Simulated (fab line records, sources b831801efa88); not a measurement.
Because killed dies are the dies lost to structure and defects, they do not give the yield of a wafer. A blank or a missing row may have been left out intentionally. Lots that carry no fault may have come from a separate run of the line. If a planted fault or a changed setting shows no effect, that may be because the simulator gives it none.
Which of the tools did it? || flow sky130 || 30 wafers from 10 lots sampled at 5 of the route's 708 steps

## WHAT THE GAUGES READ, wafer by wafer
SKY_FIELD_ISO_THK_MEAS_02. Usual: for FIELD_ISO_OXIDATION_00_THK the level is 11.99 nm and the standard deviation is 0.24.
{"lot": "L666", "measured": "day 1 16:38", "on": "film metro-03", "FIELD_ISO_OXIDATION_00_THK (nm)": "12.37 11.98 12.19", "flag": ""}
{"lot": "L671", "measured": "day 2 18:01", "on": "film metro-04", "FIELD_ISO_OXIDATION_00_THK (nm)": "12.27 12.35 12.11", "flag": ""}
{"lot": "L675", "measured": "day 3 15:07", "on": "film metro-01", "FIELD_ISO_OXIDATION_00_THK (nm)": "11.45 11.57 11.42", "flag": ""}
{"lot": "L677", "measured": "day 4 01:03", "on": "film metro-04", "FIELD_ISO_OXIDATION_00_THK (nm)": "12.38 12.29 12.19", "flag": ""}
{"lot": "L678", "measured": "day 4 04:38", "on": "film metro-04", "FIELD_ISO_OXIDATION_00_THK (nm)": "11.80 11.95 12.07", "flag": ""}
{"lot": "L679", "measured": "day 4 11:16", "on": "film metro-03", "FIELD_ISO_OXIDATION_00_THK (nm)": "12.12 12.04 11.92", "flag": ""}
{"lot": "L682", "measured": "day 5 01:50", "on": "film metro-04", "FIELD_ISO_OXIDATION_00_THK (nm)": "12.04 11.89 11.88", "flag": ""}
{"lot": "L683", "measured": "day 5 06:04", "on": "film metro-03", "FIELD_ISO_OXIDATION_00_THK (nm)": "12.09 11.80 11.93", "flag": ""}
{"lot": "L686", "measured": "day 5 21:25", "on": "film metro-01", "FIELD_ISO_OXIDATION_00_THK (nm)": "11.63 11.68 11.62", "flag": ""}
{"lot": "L687", "measured": "day 6 02:38", "on": "film metro-04", "FIELD_ISO_OXIDATION_00_THK (nm)": "11.91 11.99 11.89", "flag": ""}

SKY_FIELD_ISO_THK_MEAS_25. Usual: for FIELD_ISO_CVD_24_THK the level is 598 nm and the standard deviation is 6.1.
{"lot": "L666", "measured": "day 2 12:42", "on": "film metro-03", "FIELD_ISO_CVD_24_THK (nm)": "593 587 599", "flag": ""}
{"lot": "L671", "measured": "day 3 17:35", "on": "film metro-03", "FIELD_ISO_CVD_24_THK (nm)": "604 600 592", "flag": ""}
{"lot": "L675", "measured": "day 4 12:35", "on": "film metro-01", "FIELD_ISO_CVD_24_THK (nm)": "594 600 599", "flag": ""}
{"lot": "L677", "measured": "day 4 23:02", "on": "film metro-04", "FIELD_ISO_CVD_24_THK (nm)": "601 602 601", "flag": ""}
{"lot": "L678", "measured": "day 5 02:31", "on": "film metro-01", "FIELD_ISO_CVD_24_THK (nm)": "584 585 586", "flag": ""}
{"lot": "L679", "measured": "day 5 08:07", "on": "film metro-01", "FIELD_ISO_CVD_24_THK (nm)": "596 598 598", "flag": ""}
{"lot": "L682", "measured": "day 5 23:34", "on": "film metro-04", "FIELD_ISO_CVD_24_THK (nm)": "601 589 595", "flag": ""}
{"lot": "L683", "measured": "day 6 05:28", "on": "film metro-03", "FIELD_ISO_CVD_24_THK (nm)": "601 601 596", "flag": ""}
{"lot": "L686", "measured": "day 6 23:07", "on": "film metro-03", "FIELD_ISO_CVD_24_THK (nm)": "596 600 597", "flag": ""}
{"lot": "L687", "measured": "day 7 05:20", "on": "film metro-01", "FIELD_ISO_CVD_24_THK (nm)": "607 598 601", "flag": ""}

## TOOL THAT RAN EACH LOT (tool first, then ch and the chambers of the sampled wafers, then the start)
{"lot": "L666", "SKY_FIELD_ISO_ETCH_14": "rie diel-01 ch 0,1,3, day 2 10:52", "SKY_FIELD_ISO_ETCH_15": "rie diel-01 ch 0,1,3, day 2 10:54", "SKY_FIELD_ISO_STRIP_16": "plasma asher-01 ch 0,1, day 2 10:57"}
{"lot": "L671", "SKY_FIELD_ISO_ETCH_14": "rie diel-03 ch 1,2, day 3 14:19", "SKY_FIELD_ISO_ETCH_15": "rie diel-03 ch 1,2, day 3 14:21", "SKY_FIELD_ISO_STRIP_16": "plasma asher-01 ch 0,1, day 3 14:24"}
{"lot": "L675", "SKY_FIELD_ISO_ETCH_14": "rie diel-02 ch 0,2,3, day 4 10:01", "SKY_FIELD_ISO_ETCH_15": "rie diel-02 ch 0,2,3, day 4 10:03", "SKY_FIELD_ISO_STRIP_16": "plasma asher-01 ch 0,1, day 4 10:06"}
{"lot": "L677", "SKY_FIELD_ISO_ETCH_14": "rie diel-02 ch 0,1,2, day 4 20:26", "SKY_FIELD_ISO_ETCH_15": "rie diel-02 ch 0,1,2, day 4 20:28", "SKY_FIELD_ISO_STRIP_16": "plasma asher-03 ch 0,1, day 4 20:32"}
{"lot": "L678", "SKY_FIELD_ISO_ETCH_14": "rie diel-02 ch 0,1,3, day 5 00:05", "SKY_FIELD_ISO_ETCH_15": "rie diel-02 ch 0,1,3, day 5 00:07", "SKY_FIELD_ISO_STRIP_16": "plasma asher-02 ch 0,1, day 5 00:11"}
{"lot": "L679", "SKY_FIELD_ISO_ETCH_14": "rie diel-02 ch 0,2, day 5 05:52", "SKY_FIELD_ISO_ETCH_15": "rie diel-02 ch 0,2, day 5 05:54", "SKY_FIELD_ISO_STRIP_16": "plasma asher-01 ch 1, day 5 05:57"}
{"lot": "L682", "SKY_FIELD_ISO_ETCH_14": "rie diel-02 ch 0,1, day 5 20:42", "SKY_FIELD_ISO_ETCH_15": "rie diel-02 ch 0,1, day 5 20:45", "SKY_FIELD_ISO_STRIP_16": "plasma asher-01 ch 0,1, day 5 20:48"}
{"lot": "L683", "SKY_FIELD_ISO_ETCH_14": "rie diel-03 ch 1,2,3, day 6 02:14", "SKY_FIELD_ISO_ETCH_15": "rie diel-03 ch 1,2,3, day 6 02:16", "SKY_FIELD_ISO_STRIP_16": "plasma asher-03 ch 0,1, day 6 02:19"}
{"lot": "L686", "SKY_FIELD_ISO_ETCH_14": "rie diel-01 ch 0,1,2, day 6 20:03", "SKY_FIELD_ISO_ETCH_15": "rie diel-01 ch 0,1,2, day 6 20:06", "SKY_FIELD_ISO_STRIP_16": "plasma asher-02 ch 0,1, day 6 20:11"}
{"lot": "L687", "SKY_FIELD_ISO_ETCH_14": "rie diel-03 ch 1,3, day 7 02:05", "SKY_FIELD_ISO_ETCH_15": "rie diel-03 ch 1,3, day 7 02:08", "SKY_FIELD_ISO_STRIP_16": "plasma asher-02 ch 0,1, day 7 02:13"}
- SKY_FIELD_ISO_ETCH_14: etches BARC in N2/H2, stops on SiO2, time 45.9 s, target depth 60 nm.
- SKY_FIELD_ISO_ETCH_15: etches the open film in CHF3/O2, stops on Si, target depth 180 nm, time 72 s.
- SKY_FIELD_ISO_STRIP_16: strips in O2/N2.

## WHAT THE TOOLS THEMSELVES READ (means of the sampled wafers that have a number; where no wafer has one, the mark that the record gives instead)
SKY_FIELD_ISO_ETCH_14. Usual: drypump motor current A 5.7 A, standard deviation 0.57; oes product au 0.854 a.u., standard deviation 0.0046; throttle valve pct 13.225 %, standard deviation 0.011.
{"lot": "L666", "tool": "rie diel-01", "drypump motor current A (A)": 5.6, "oes product au (a.u.)": 0.855, "throttle valve pct (%)": 13.217, "flag": ""}
{"lot": "L671", "tool": "rie diel-03", "drypump motor current A (A)": 5.7, "oes product au (a.u.)": 0.858, "throttle valve pct (%)": 13.228, "flag": ""}
{"lot": "L675", "tool": "rie diel-02", "drypump motor current A (A)": 5.4, "oes product au (a.u.)": 0.854, "throttle valve pct (%)": 13.233, "flag": ""}
{"lot": "L677", "tool": "rie diel-02", "drypump motor current A (A)": 5.5, "oes product au (a.u.)": 0.855, "throttle valve pct (%)": 13.219, "flag": ""}
{"lot": "L678", "tool": "rie diel-02", "drypump motor current A (A)": 5.4, "oes product au (a.u.)": 0.855, "throttle valve pct (%)": 13.230, "flag": ""}
{"lot": "L679", "tool": "rie diel-02", "drypump motor current A (A)": 5.7, "oes product au (a.u.)": 0.828, "throttle valve pct (%)": 13.222, "flag": "OFF"}
{"lot": "L682", "tool": "rie diel-02", "drypump motor current A (A)": 5.4, "oes product au (a.u.)": 0.825, "throttle valve pct (%)": 13.223, "flag": "OFF"}
{"lot": "L683", "tool": "rie diel-03", "drypump motor current A (A)": 6.0, "oes product au (a.u.)": 0.855, "throttle valve pct (%)": 13.215, "flag": ""}
{"lot": "L686", "tool": "rie diel-01", "drypump motor current A (A)": 5.9, "oes product au (a.u.)": 0.856, "throttle valve pct (%)": 13.228, "flag": ""}
{"lot": "L687", "tool": "rie diel-03", "drypump motor current A (A)": 6.3, "oes product au (a.u.)": 0.857, "throttle valve pct (%)": 13.233, "flag": ""}

SKY_FIELD_ISO_ETCH_15. Usual: drypump motor current A 5.7 A, standard deviation 0.57; oes product au 0.942 a.u., standard deviation 0.007; throttle valve pct 8.842 %, standard deviation 0.01.
{"lot": "L666", "tool": "rie diel-01", "drypump motor current A (A)": 5.6, "oes product au (a.u.)": 0.940, "throttle valve pct (%)": 8.850, "flag": ""}
{"lot": "L671", "tool": "rie diel-03", "drypump motor current A (A)": 5.7, "oes product au (a.u.)": 0.938, "throttle valve pct (%)": 8.841, "flag": ""}
{"lot": "L675", "tool": "rie diel-02", "drypump motor current A (A)": 5.4, "oes product au (a.u.)": 0.940, "throttle valve pct (%)": 8.840, "flag": ""}
{"lot": "L677", "tool": "rie diel-02", "drypump motor current A (A)": 5.5, "oes product au (a.u.)": 0.949, "throttle valve pct (%)": 8.834, "flag": ""}
{"lot": "L678", "tool": "rie diel-02", "drypump motor current A (A)": 5.3, "oes product au (a.u.)": 0.942, "throttle valve pct (%)": 8.835, "flag": ""}
{"lot": "L679", "tool": "rie diel-02", "drypump motor current A (A)": 5.6, "oes product au (a.u.)": 0.900, "throttle valve pct (%)": 8.829, "flag": "OFF"}
{"lot": "L682", "tool": "rie diel-02", "drypump motor current A (A)": 5.4, "oes product au (a.u.)": 0.892, "throttle valve pct (%)": 8.823, "flag": "OFF"}
{"lot": "L683", "tool": "rie diel-03", "drypump motor current A (A)": 6.0, "oes product au (a.u.)": 0.946, "throttle valve pct (%)": 8.839, "flag": ""}
{"lot": "L686", "tool": "rie diel-01", "drypump motor current A (A)": 5.9, "oes product au (a.u.)": 0.939, "throttle valve pct (%)": 8.841, "flag": ""}
{"lot": "L687", "tool": "rie diel-03", "drypump motor current A (A)": 6.3, "oes product au (a.u.)": 0.948, "throttle valve pct (%)": 8.852, "flag": ""}

SKY_FIELD_ISO_STRIP_16. Usual: drypump motor current A 5.8 A, standard deviation 0.35; oes product au 0.377 a.u., standard deviation 0.0042; strip time to endpoint s 3.54 s, standard deviation 0.044.
{"lot": "L666", "tool": "plasma asher-01", "drypump motor current A (A)": 5.9, "oes product au (a.u.)": 0.377, "strip time to endpoint s (s)": 3.50, "flag": ""}
{"lot": "L671", "tool": "plasma asher-01", "drypump motor current A (A)": 5.6, "oes product au (a.u.)": 0.380, "strip time to endpoint s (s)": 3.56, "flag": ""}
{"lot": "L675", "tool": "plasma asher-01", "drypump motor current A (A)": 5.6, "oes product au (a.u.)": 0.383, "strip time to endpoint s (s)": 3.54, "flag": ""}
{"lot": "L677", "tool": "plasma asher-03", "drypump motor current A (A)": 5.9, "oes product au (a.u.)": 0.379, "strip time to endpoint s (s)": 3.54, "flag": ""}
{"lot": "L678", "tool": "plasma asher-02", "drypump motor current A (A)": 5.8, "oes product au (a.u.)": 0.376, "strip time to endpoint s (s)": 3.56, "flag": ""}
{"lot": "L679", "tool": "plasma asher-01", "drypump motor current A (A)": 6.3, "oes product au (a.u.)": 0.389, "strip time to endpoint s (s)": 3.68, "flag": "OFF"}
{"lot": "L682", "tool": "plasma asher-01", "drypump motor current A (A)": 6.0, "oes product au (a.u.)": 0.380, "strip time to endpoint s (s)": 3.66, "flag": ""}
{"lot": "L683", "tool": "plasma asher-03", "drypump motor current A (A)": 6.1, "oes product au (a.u.)": 0.380, "strip time to endpoint s (s)": 3.58, "flag": ""}
{"lot": "L686", "tool": "plasma asher-02", "drypump motor current A (A)": 5.8, "oes product au (a.u.)": 0.379, "strip time to endpoint s (s)": 3.56, "flag": ""}
{"lot": "L687", "tool": "plasma asher-02", "drypump motor current A (A)": 5.8, "oes product au (a.u.)": 0.381, "strip time to endpoint s (s)": 3.56, "flag": ""}

## THE ANSWER, worked out from the rows above alone
Rule: lot off if the mean of its wafers having a number is beyond 3 standard deviations from the usual mean. Also off: a lot with no number at a reading for which 4 or more lots have one. Where the step has rows for the other lots, those lots are counted as sound. Order of review: gauges by route order, followed by the tools' own readings, for which a lot's mean as printed above is used. At the first step where some lot is off, the reading lying furthest off is the one used; lots without a number count as furthest.
Off, at SKY_FIELD_ISO_ETCH_14 on oes product au: L679, L682.
If a tool, at that step or one of the process steps before it, ran each lot that is off and ran no sound lot following the first of them, it fits. One fits: SKY_FIELD_ISO_ETCH_14 on rie diel-02. Its last sound lot is L678 (day 5 00:05), its first lot that is off L679 (day 5 05:52): a fault that began between those two fits.
On the lots that are off, the tool's own readings at SKY_FIELD_ISO_ETCH_14 differ by more than 5 times the standard deviation of the sound lots' means, which bears it out; oes product au reads 0.827 a.u. there versus 0.856 a.u. on the sound lots.

## WHAT THE SIMULATOR HAD INSERTED
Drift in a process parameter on rie diel-02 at SKY_FIELD_ISO_ETCH_14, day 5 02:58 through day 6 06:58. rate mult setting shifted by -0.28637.
Shown lots that were struck: L679, L682. The rule given above showed the same thing.
